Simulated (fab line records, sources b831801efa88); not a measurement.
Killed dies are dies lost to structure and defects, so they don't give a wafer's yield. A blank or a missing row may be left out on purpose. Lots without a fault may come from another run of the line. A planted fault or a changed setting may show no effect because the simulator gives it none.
A struck lot beside a sound one | flow sky130 | 17 steps out of a route of 708
Sound: wafers L732.1, L732.2, L732.5. Struck: wafers L740.2, L740.4, L740.6. The cause comes at the end.
At each step with rows: each side's tool, then ch and its chambers, then its first start. Under that, the readings that differ: sound wafers | struck wafers | difference of the means | sigmas: that difference in standard deviations of wafers without a fault.
alike: readings whose means differ by less than 2 such deviations, and words and numbers that are the same on both sides. not compared: withheld readings, readings that some wafer has no value for, bounds like >300 that may hide the same value, and numbers for which the record gives no deviation and whose values overlap.
The two part at a step that has a row with sigmas, a row that says differs or no value, or rows on one side only. Numbers that don't overlap but have no deviation are shown without sigmas and don't part them. A reading that every wafer of one side lacks parts them only if that side has two wafers or more.

SKY_LDD_P_OVL_MEAS_08:
  sound on overlay-02, day 19 10:17; struck on overlay-02, day 21 23:31
  alike: LDD_P_OVL
then, 1 step without rows for these wafers: SKY_LDD_P_IMPLANT_09.
SKY_LDD_P_STRIP_10: strips in O2/N2.
  sound on plasma_asher-01 ch 0,1, day 19 10:29; struck on plasma_asher-03 ch 0,1, day 21 23:41
  reading               | sound             | struck            | difference | sigmas
  oes_product_au (a.u.) | 0.722 0.722 0.721 | 0.716 0.716 0.704 | -0.010     | -2
  alike: drypump_motor_current_A, strip_time_to_endpoint_s
  not compared: rf_hours_counter_h
SKY_LDD_P_TW_MEAS_11:
  sound on film_metro-02, day 19 10:35; struck on film_metro-02, day 21 23:48
  alike: LDD_P_TW
then, 7 steps without rows for these wafers: SKY_LDD_HVN_DEHYDRATE_00 (time 60 s); SKY_LDD_HVN_HMDS_01 (prime time 60 s); SKY_LDD_HVN_COAT_02 (resist thk 300 nm); SKY_LDD_HVN_SOFTBAKE_03 (time 60 s); SKY_LDD_HVN_EXPOSE_04 (exposes mask HVNTM, target cd 700 nm); SKY_LDD_HVN_PEB_05; SKY_LDD_HVN_DEVELOP_06 (develop time 60 s).
SKY_LDD_HVN_OVL_MEAS_07:
  sound on overlay-02, day 20 16:44; struck on overlay-02, day 23 05:17
  alike: LDD_HVN_OVL
SKY_LDD_HVN_IMPLANT_08:
  sound on implanter-02 ch 0, day 20 16:46; struck on implanter-04 ch 0, day 23 05:20
  reading                   | sound                | struck               | difference | sigmas
  beam_energy_keV           | 59.986 59.975 60.000 | 48.987 48.966 48.954 | -11.018    | -99 or more
  model.implant.rp_nm (nm)  | 55.79 55.79 55.79    | 43.79 43.79 43.79    | -12.00     |
  model.implant.drp_nm (nm) | 28.15 28.15 28.15    | 23.71 23.71 23.71    | -4.44      |
SKY_LDD_HVN_STRIP_09: strips in O2/N2.
  sound on plasma_asher-04 ch 0,1, day 20 16:55; struck on plasma_asher-02 ch 0,1, day 23 05:28
  alike: drypump_motor_current_A, oes_product_au, strip_time_to_endpoint_s
  not compared: rf_hours_counter_h
SKY_LDD_HVN_TW_MEAS_10:
  sound on film_metro-04, day 20 17:01; struck on film_metro-01, day 23 05:34
  reading    | sound          | struck         | difference | sigmas
  LDD_HVN_TW | 1452 1456 1456 | 1368 1380 1380 | -79        | -12
then, 1 step without rows for these wafers: SKY_LDD_HVP_DEHYDRATE_00 (time 60 s).
-- the record jumps here: 24 days lie between the struck wafers' starts before and after (it left off in module LDD_HVP and takes up again in module PAD_OPEN, whose first step shown is number 708 of the route) --
SKY_PAD_OPEN_PROBE_99:
  sound on prober-01, day 45 20:42; struck on prober-02, day 47 14:00
  reading                                 | sound                | struck               | difference | sigmas
  model.etest.tip_n_5v.rs_ohm_sq          | 1383 1394 1388       | 1563 1535 1555       | +163       |
  model.etest.nfet_g5v0d10v5.r_on_ohm_um  | 1858 1860 1893       | 1920 1940 1947       | +65        |
  model.etest.nfet_g5v0d10v5.drive_ua_um  | 610.1 606.5 606.4    | 592.5 586.9 580.2    | -21.1      |
  model.etest.nfet_g5v0d10v5.vt_sat_v (V) | 0.7674 0.7701 0.7627 | 0.7926 0.7974 0.8084 | +0.0327    |
  model.etest.nfet_g5v0d10v5.vt_v (V)     | 0.825 0.8275 0.819   | 0.8403 0.8429 0.8603 | +0.0240    |
  alike: killed_at_M0_to_M3, killed_at_M4_up, killed_at_contacts, killed_at_front_end, killed_at_other, killed_dies, killed_on_rim, killed_open, killed_short

WHERE THEY PART
First at SKY_LDD_P_STRIP_10; last, within this record, at SKY_LDD_HVN_TW_MEAS_10. Later steps at which nothing parts them and some readings are alike: SKY_PAD_OPEN_PROBE_99.

WHY: what the simulator had put in
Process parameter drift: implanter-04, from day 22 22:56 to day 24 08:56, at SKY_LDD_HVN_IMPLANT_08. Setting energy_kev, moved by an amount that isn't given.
